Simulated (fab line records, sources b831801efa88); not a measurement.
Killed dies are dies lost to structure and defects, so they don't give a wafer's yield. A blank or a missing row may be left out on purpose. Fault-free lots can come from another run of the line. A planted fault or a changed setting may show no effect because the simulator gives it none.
8D (eight disciplines) problem report, filled in by code / flow sky130 / the parts of the form that need people (team, actions taken, sign-off) are left out

## 1. WHAT WENT WRONG
oes product au at SKY_METAL3_ETCH_16 reads a mean of 0.810 a.u. on 2 wafers of 2 lots; wafers without a fault read 0.626 a.u. with a standard deviation of 0.0049. Measured from the usual mean, that is +37 standard deviations.
The step: etches BARC in N2/H2, stops on SiO2, time 88.2 s, target depth 60 nm.
Seen first at day 43 09:12 on rie metal-04, wafer L103.3. Wafers with a number at this step in the record: 33, from 11 lots. By rule, "out" or "out of limits" means more than 4 standard deviations away from the usual mean. The rest of the wafers with a number are treated as sound.

## 2. WHAT IT IS AND WHAT IT IS NOT
question=which readings at this step | is=oes product au, run length s | is not=drypump motor current A
question=which lots | is=L103, L104 | is not=L109, L111, L988, L989, L990, L993, L994, L996, L997
question=which wafers of those lots | is=L103.3, L104.6 | is not=L103.2, L103.4, L104.3, L104.5
question=read on which tools | is=rie metal-04 | is not=rie metal-01, rie metal-03
question=when | is=from day 43 09:12 | is not=up to then (23 sound wafers); but 8 sound wafers of L104, L109, L111 came after

## 3. SUSPECTS, AND WHAT RULES EACH OUT
Counting: if a tool at a process step up to the reading ran every lot that is out, it stays a suspect. Sound lots after the first of them don't rule it out here, since some wafers of a struck lot are sound.
- rie metal-04 at SKY_METAL3_ETCH_16 (etches BARC in N2/H2, stops on SiO2, time 88.2 s, target depth 60 nm): kept. It processed each lot that is out (first: L103, day 43 09:12); up to then, its last sound lot is L996 (day 41 11:30). Its own oes product au, run length s readings are out on those wafers.
- Within rie metal-04 at SKY_METAL3_ETCH_16: the wafers that are out ran in chamber 0; their sound lot-mates ran in chamber 1.
Left after counting: rie metal-04 at SKY_METAL3_ETCH_16.

## 4. THE CAUSE (what the simulator had put in)
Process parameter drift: rie metal-04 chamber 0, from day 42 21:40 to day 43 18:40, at SKY_METAL3_ETCH_16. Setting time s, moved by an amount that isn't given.
After counting, this tool was the only one left.

## 5. SEQUENCE OF EFFECTS, ordered by route
Rows list readings where the struck wafers' mean (over those with a number) sits beyond 3 standard deviations from the usual. Readings are gone through only where the record gives a usual standard deviation; hours: the median, over the lots, of the time from a lot's start at the first step in this table giving one to that lot's start at this step; sigmas: the change measured in usual standard deviations.
hours=0; step=SKY_METAL3_ETCH_16; reading=oes product au; usual=0.626 a.u.; on struck wafers=0.810; change=+0.184; sigmas=+37
hours=0; step=SKY_METAL3_ETCH_16; reading=run length s; usual=116.7 s; on struck wafers=91.8; change=-24.9; sigmas=-25
The process steps in it:
- SKY_METAL3_ETCH_16: etches BARC in N2/H2, stops on SiO2, time 88.2 s, target depth 60 nm.

## 6. HOW IT WOULD HAVE BEEN CAUGHT EARLIER
12 hours passed between the start of the fault at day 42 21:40 and the first reading out of limits in this record, taken at day 43 09:12.
